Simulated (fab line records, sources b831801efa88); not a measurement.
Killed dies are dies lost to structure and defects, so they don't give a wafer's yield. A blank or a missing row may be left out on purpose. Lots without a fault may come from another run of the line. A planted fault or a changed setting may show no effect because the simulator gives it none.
fab line records | flow sky130
record lots=6 wafers=18 last_day=50
route steps=708 shown FIELD_ISO@31 NWELL@32 DNWELL@35 PAD_OPEN@708
lots that met no fault: from a run of the same line without faults
start_h: hours from the record's first day to the start of the lot's first wafer shown | wait_h: hours since the lot's step before | " the same as in the row above | L1.1+2: a row that stands for several wafers | - no value, or no start given | * or withheld: withheld | < > ~ a bound
route shown NAME@n: a module of which the file shows steps, and the number in the route of the first | usual: mean/standard deviation of fault-free wafers | same: alike in all rows | chamber/n: place in a boat | sites: the reading at each site | _std_site: their standard deviation | _edge_site: outer sites' mean less inner sites' | radius_mm: how far each site lies from the wafer's centre | mask NAME#n: copy n | behind: the tool/chamber that last shaped the wafer | hold: why the lot was held/for how many hours/how that ended | device: the transistor (n, p or np) that didn't switch | end of line: the same wafers' tests at the end of the route | a step without rows: its recipe alone | killed: dies lost to structure and defects at the first sort, not the wafer's yield | map: a wafer's dies, x killed, . not, _ none there
set.NAME: the setting as run; set.NAME@STEP: as run at that earlier step | model.NAME: the simulator's own value behind a step, which no gauge read
lots at some steps of the route; a table a step, a row a wafer
services: from which hour (start_h, from the record's first day; less than 0 if before it) a tool's chamber was out of use, for how many hours, and why
## steps
# step SKY_FIELD_ISO_WET_ETCH_30
# recipe chemistry=dHF target_depth_nm=25 target=SiO2 dilution=10:1 temp_c=25 time_s=50
# step SKY_NWELL_CLEAN_00
# recipe chemistry=SC1/SC2 mix=1:4:20 temp_c=70 time_s=150 dry=n2_spin
# step SKY_NWELL_OXIDATION_01
# recipe temp_c=900 ambient=O2 stabilise_s=600 purge_s=300 target_thk_a=100 ox_time_s=1418
# step SKY_NWELL_THK_MEAS_02
# recipe reads=SiO2_of_NWELL_OXIDATION_01
# usual NWELL_OXIDATION_THK=10.02/0.2
# columns lot.wafer tool chamber start_h wait_h NWELL_OXIDATION_THK[nm]
L820.4 film_metro-01 - 60.34 0.0 9.75
L820.5 " - " " 9.79
L820.6 " - " " 9.71
L825.1 film_metro-03 - 82.65 0.0 9.62
L825.3 " - " " 9.81
L825.5 " - " " 9.86
L833.2 film_metro-03 - 128.45 0.0 9.97
L833.3 " - " " 10.05
L833.4 " - " " 10.03
L834.3 film_metro-02 - 132.65 0.0 10.21
L834.5 " - " " 10.17
L834.6 " - " " 10.12
L837.2 film_metro-03 - 148.13 0.0 9.70
L837.3 " - " " 9.77
L837.5 " - " " 9.92
L839.1 film_metro-02 - 157.63 0.0 10.20
L839.2 " - " " 9.94
L839.3 " - " " 10.18
# step SKY_DNWELL_DEHYDRATE_00
# recipe temp_c=200 time_s=60
# step SKY_DNWELL_HMDS_01
# recipe prime_time_s=60 prime_temp_c=120
# step SKY_DNWELL_COAT_02
# recipe spin_rpm=2000 resist_thk_nm=3000
# step SKY_DNWELL_SOFTBAKE_03
# recipe temp_c=110 time_s=withheld
# step SKY_DNWELL_EXPOSE_04
# recipe mask_id=DNM na=0.57 target_cd_nm=3000 dose_mj=222
# step SKY_DNWELL_PEB_05
# recipe temp_c=115 time_s=withheld
# step SKY_DNWELL_DEVELOP_06
# recipe wall_angle_deg=90 developer=TMAH develop_time_s=60 dev_temp_c=23
# step SKY_DNWELL_IMPLANT_07
# recipe species=P energy_kev=withheld dose_cm2=withheld tilt_deg=withheld
# step SKY_DNWELL_STRIP_08
# recipe chemistry=O2/N2 power_w=1400 pressure_mtorr=1500 platen_temp_c=withheld o2_flow_sccm=3000 n2_flow_sccm=300 overash_fraction=0.5
# usual drypump_motor_current_A=5.7/0.43 n2_flow_sccm=300.1/0.86 oes_product_au=0.722/0.0045 strip_time_to_endpoint_s=36.92/0.1
# columns lot.wafer tool chamber start_h wait_h drypump_motor_current_A n2_flow_sccm oes_product_au rf_hours_counter_h strip_time_to_endpoint_s
L820.4 plasma_asher-02 1 76.64 0.1 5.7 298.4 0.719 - 36.88
L820.5 " 1 " " 5.6 299.7 0.715 - 36.98
L820.6 " 0 " " 5.6 300.1 0.717 - 36.89
L825.1 plasma_asher-03 1 100.48 0.1 6.7 299.0 0.724 41 36.95
L825.3 " 1 " " 6.7 299.6 0.719 - 37.03
L825.5 " 1 " " 6.7 300.8 0.726 - 37.00
L833.2 plasma_asher-02 0 147.29 0.1 5.6 239.8 0.722 3 36.91
L833.3 " 0 " " 5.6 239.6 0.723 - 36.87
L833.4 " 1 " " 5.6 299.6 0.726 - 36.89
L834.3 plasma_asher-02 0 151.44 0.1 5.6 241.0 0.732 - 37.04
L834.5 " 1 " " 5.6 300.6 0.723 - 37.01
L834.6 " 0 " " 5.6 240.8 0.721 - 37.01
L837.2 plasma_asher-03 1 168.15 0.1 6.7 300.1 0.724 47 36.86
L837.3 " 1 " " 6.7 301.1 0.719 - 36.85
L837.5 " 1 " " 6.7 298.6 0.715 - 36.85
L839.1 plasma_asher-03 1 179.08 0.1 6.7 299.7 0.719 48 36.93
L839.2 " 0 " " 5.8 298.5 0.722 48 37.04
L839.3 " 1 " " 6.6 301.8 0.722 - 36.94
# step SKY_DNWELL_TW_MEAS_09
# usual DNWELL_TW=1106/7.3
# columns lot.wafer tool chamber start_h wait_h DNWELL_TW
L820.4 film_metro-02 - 76.74 0.1 1102
L820.5 " - " " 1107
L820.6 " - " " 1104
L825.1 film_metro-02 - 100.58 0.1 1118
L825.3 " - " " 1114
L825.5 " - " " 1114
L833.2 film_metro-01 - 147.40 0.1 1100
L833.3 " - " " 1106
L833.4 " - " " 1100
L834.3 film_metro-01 - 151.52 0.1 1100
L834.5 " - " " 1102
L834.6 " - " " 1104
L837.2 film_metro-01 - 168.26 0.1 1111
L837.3 " - " " 1111
L837.5 " - " " 1104
L839.1 film_metro-02 - 179.18 0.1 1118
L839.2 " - " " 1114
L839.3 " - " " 1111
# step SKY_PAD_OPEN_PROBE_99
# usual killed_at_M0_to_M3=42/7 killed_at_M4_up=3.2/1.6 killed_at_contacts=24/5.8 killed_at_front_end=16/4.3 killed_at_other=0.3/0.62 killed_dies=86/9.5 killed_open=46/6.4 killed_short=39/6.3
# same gross_dies=492 killed_at_back_side=0
# columns lot.wafer tool chamber start_h wait_h killed_at_M0_to_M3 killed_at_M4_up killed_at_contacts killed_at_front_end killed_at_other killed_dies killed_open killed_short
L820.4 prober-02 - 1107.56 0.2 50 1 15 19 1 86 54 31
L820.5 prober-02 - 1107.61 0.2 39 3 25 17 0 84 47 36
L820.6 prober-02 - 1107.66 0.2 48 4 12 14 3 81 44 34
L825.1 prober-02 - 1132.97 0.1 37 6 21 14 0 78 48 30
L825.3 prober-02 - 1133.07 0.2 38 2 27 18 1 86 42 44
L825.5 prober-02 - 1133.17 0.2 38 4 42 18 0 102 64 38
L833.2 prober-01 - 1174.65 0.1 49 8 30 17 0 104 58 44
L833.3 prober-01 - 1174.70 0.2 47 4 17 10 0 78 43 33
L833.4 prober-01 - 1174.75 0.2 46 1 20 12 0 79 41 37
L837.2 prober-01 - 1194.02 0.1 33 1 31 18 0 83 47 36
L837.3 prober-01 - 1194.07 0.2 51 4 18 25 0 98 49 49
L837.5 prober-01 - 1194.17 0.2 46 2 31 19 0 98 50 48
# killed by level:class
L820.4 VIA1:geometric_particle:open=11 VIA2:geometric_particle:open=11 CONTACT:geometric_particle:open=7 POLY_GATE:geometric_particle:open=6 FIELD_ISO:geometric_particle:open=5 METAL1:geometric_particle:short=5 VIA1:geometric_particle:short=5 VIA3:geometric_particle:open=5
L820.5 VIA1:geometric_particle:open=16 LOCAL_INTERCONNECT:geometric_particle:short=9 VIA3:geometric_particle:open=8 FIELD_ISO:geometric_particle:short=7 LI_CONTACT:geometric_particle:open=6 CONTACT:geometric_particle:open=5 FIELD_ISO:geometric_particle:open=4 CONTACT:geometric_particle:short=4
L820.6 VIA1:geometric_particle:open=7 VIA3:geometric_particle:open=7 CONTACT:geometric_particle:open=6 VIA2:geometric_particle:open=6 METAL1:geometric_particle:short=4 METAL2:geometric_particle:short=4 METAL2:coat_microbubble_printed=3 FIELD_ISO:geometric_particle:open=3
L825.1 VIA1:geometric_particle:open=8 LI_CONTACT:geometric_particle:open=8 CONTACT:geometric_particle:open=7 METAL1:geometric_particle:short=7 FIELD_ISO:geometric_particle:open=6 VIA3:geometric_particle:open=6 VIA2:geometric_particle:open=6 FIELD_ISO:geometric_particle:short=3
L825.3 VIA3:geometric_particle:open=10 LI_CONTACT:geometric_particle:open=8 CONTACT:geometric_particle:open=7 LOCAL_INTERCONNECT:geometric_particle:short=6 FIELD_ISO:geometric_particle:open=5 FIELD_ISO:geometric_particle:short=5 CONTACT:geometric_particle:short=4 METAL1:geometric_particle:short=4
L825.5 LI_CONTACT:geometric_particle:open=14 CONTACT:geometric_particle:open=12 VIA2:geometric_particle:open=12 FIELD_ISO:geometric_particle:open=6 CONTACT:geometric_particle:short=6 LI_CONTACT:geometric_particle:short=5 LOCAL_INTERCONNECT:geometric_particle:short=5 METAL1:geometric_particle:short=5
L833.2 VIA1:geometric_particle:open=15 VIA2:geometric_particle:open=11 CONTACT:geometric_particle:open=9 POLY_GATE:geometric_particle:open=7 LOCAL_INTERCONNECT:geometric_particle:short=6 VIA1:geometric_particle:short=6 METAL4:geometric_particle:short=6 FIELD_ISO:geometric_particle:open=5
L833.3 VIA2:geometric_particle:open=14 CONTACT:geometric_particle:open=8 VIA1:geometric_particle:open=7 LI_CONTACT:geometric_particle:open=5 VIA2:geometric_particle:short=5 METAL1:geometric_particle:short=5 METAL2:geometric_particle:short=5 FIELD_ISO:geometric_particle:open=4
L833.4 CONTACT:geometric_particle:open=10 VIA1:geometric_particle:open=8 VIA3:geometric_particle:open=8 METAL1:geometric_particle:short=7 LOCAL_INTERCONNECT:geometric_particle:short=5 METAL2:geometric_particle:short=5 FIELD_ISO:geometric_particle:short=4 VIA1:geometric_particle:short=4
L837.2 CONTACT:geometric_particle:open=13 LI_CONTACT:geometric_particle:open=7 VIA1:geometric_particle:open=6 VIA2:geometric_particle:open=6 FIELD_ISO:geometric_particle:short=5 POLY_GATE:geometric_particle:short=5 LOCAL_INTERCONNECT:geometric_particle:short=5 CONTACT:geometric_particle:short=5
L837.3 POLY_GATE:geometric_particle:short=10 VIA2:geometric_particle:open=10 VIA3:geometric_particle:open=9 CONTACT:geometric_particle:open=9 METAL1:geometric_particle:short=8 VIA1:geometric_particle:open=7 FIELD_ISO:geometric_particle:open=5 METAL2:geometric_particle:short=5
L837.5 VIA2:geometric_particle:open=10 LOCAL_INTERCONNECT:geometric_particle:short=8 CONTACT:geometric_particle:open=8 LI_CONTACT:geometric_particle:open=7 VIA3:geometric_particle:open=7 CONTACT:geometric_particle:short=6 METAL1:geometric_particle:short=6 METAL2:geometric_particle:short=6
## services
# columns tool chamber start_h hours kind
plasma_asher-02 - 108.75 9.0 pm
plasma_asher-02 0 108.75 9.0 vent_cycle
plasma_asher-02 1 108.75 9.0 vent_cycle
plasma_asher-02 - 117.02 0.3 repair
plasma_asher-02 0 117.75 - clean
plasma_asher-02 1 117.75 - clean
plasma_asher-03 - 136.37 2.6 repair
## key
first_sign step=SKY_DNWELL_STRIP_08 reading=n2_flow_sccm direction=down sigmas=70 usual=300.1 struck=240.3
effect none on later readings
met_at SKY_DNWELL_STRIP_08
struck_wafers L833.2,L833.3,L834.3,L834.6
tester_left_out L833,L834
onset_between 76.64 147.29
fault kind=process_parameter_drift tool=plasma_asher-02 chamber=0 onset_h=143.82 steps=SKY_DNWELL_STRIP_08 channel=n2_flow_sccm offset=-60 shape=step end_h=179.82 acts_in=these_recipes_only stated=300
# tester_left_out: of these lots the tester's yield and bins aren't shown, on N5 and GAA mostly nor the transistor test; their killed dies are dies lost to structure and defects alone, not to doping, threshold or leakage, so they don't give the yield
